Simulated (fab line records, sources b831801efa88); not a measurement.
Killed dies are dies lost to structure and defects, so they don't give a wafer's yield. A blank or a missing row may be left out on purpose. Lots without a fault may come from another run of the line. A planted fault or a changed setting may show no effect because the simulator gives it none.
Problem report in the 8D (eight disciplines) form, filled by code | flow gf180mcu | the parts of the form that need people (team, actions taken, sign-off) are left out

1. THE PROBLEM
tube_center_temp_C at GF_DUAL_GATE_OXIDATION_15 reads a mean of 872.08 C on 6 wafers of 2 lots; wafers without a fault read 850.01 C with a standard deviation of 0.076. That is +99 or more standard deviations from the usual mean.
The step: stabilise 600 s, purge 300 s, target thk 7.098 nm.
First seen on wafer L775.1, day 10 10:41, on furnace-01. The record holds 18 wafers of 6 lots with a number at this step. Rule for "out", or "out of limits": more than 4 standard deviations from the usual mean. The other wafers with a number count as sound.

2. WHAT IT IS AND WHAT IT IS NOT
question                    | is                                                                                                                                   | is not
which readings at this step | tube_center_temp_C, spike_tc_bottom_C, spike_tc_centre_C, spike_tc_lower_C, spike_tc_top_C, spike_tc_upper_C, tube_center_temp_C_max | zone_power_upper_pct
which lots                  | L775, L776                                                                                                                           | L771, L778, L783, L791
which wafers of those lots  | all that have a number                                                                                                               | -
read on which tools         | furnace-01                                                                                                                           | furnace-02
when                        | from day 10 10:41                                                                                                                    | up to then (3 sound wafers); but 9 sound wafers of L778, L783, L791 came after

3. SUSPECTS, AND WHAT RULES EACH OUT
Counting: a tool at a process step up to the reading stays a suspect if it ran every lot that is out and no sound lot after the first of them.
- plasma_asher-01 at GF_DUAL_GATE_STRIP_13 (strips in O2/N2): kept. It ran every lot that is out, first L775 (day 10 10:02), and no sound lot after that; its last sound lot up to then is L771 (day 9 06:26).
- furnace-01 at GF_DUAL_GATE_OXIDATION_15 (stabilise 600 s, purge 300 s, target thk 7.098 nm): ruled out as a lasting fault. Sound lots L791 ran on it after its first lot that is out, L775 (day 10 10:41).
Left after counting: plasma_asher-01 at GF_DUAL_GATE_STRIP_13.

4. THE CAUSE (what the simulator had put in)
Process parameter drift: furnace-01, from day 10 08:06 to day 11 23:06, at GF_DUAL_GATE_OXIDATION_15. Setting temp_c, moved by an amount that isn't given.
Counting ruled it out, wrongly.

5. THE CHAIN OF EFFECTS, in route order
Each row: a reading whose mean over the struck wafers that have a number lies more than 3 standard deviations from the usual. Only readings for which the record gives a usual standard deviation are gone through. hours: the time from each lot's start at the first step in this table that gives one to its start at this step, as a median over the lots. sigmas: the change in usual standard deviations.
hours | step                      | reading                | usual    | on struck wafers | change | sigmas
0     | GF_DUAL_GATE_OXIDATION_15 | spike_tc_bottom_C      | 868.0 C  | 887.5            | +19.5  | +12
0     | GF_DUAL_GATE_OXIDATION_15 | spike_tc_centre_C      | 850.5 C  | 872.4            | +21.9  | +20
0     | GF_DUAL_GATE_OXIDATION_15 | spike_tc_lower_C       | 849.3 C  | 873.0            | +23.7  | +10
0     | GF_DUAL_GATE_OXIDATION_15 | spike_tc_top_C         | 863.8 C  | 885.4            | +21.6  | +22
0     | GF_DUAL_GATE_OXIDATION_15 | spike_tc_upper_C       | 850.2 C  | 872.5            | +22.2  | +23
0     | GF_DUAL_GATE_OXIDATION_15 | tube_center_temp_C     | 850.01 C | 872.08           | +22.07 | +99 or more
0     | GF_DUAL_GATE_OXIDATION_15 | tube_center_temp_C_max | 852.2    | 874.4            | +22.2  | +65
The process steps in it:
- GF_DUAL_GATE_OXIDATION_15: stabilise 600 s, purge 300 s, target thk 7.098 nm.

6. WHAT WOULD HAVE CAUGHT IT SOONER
In this record the first reading out of limits was taken at day 10 10:41, 3 hours after the fault began at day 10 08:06.
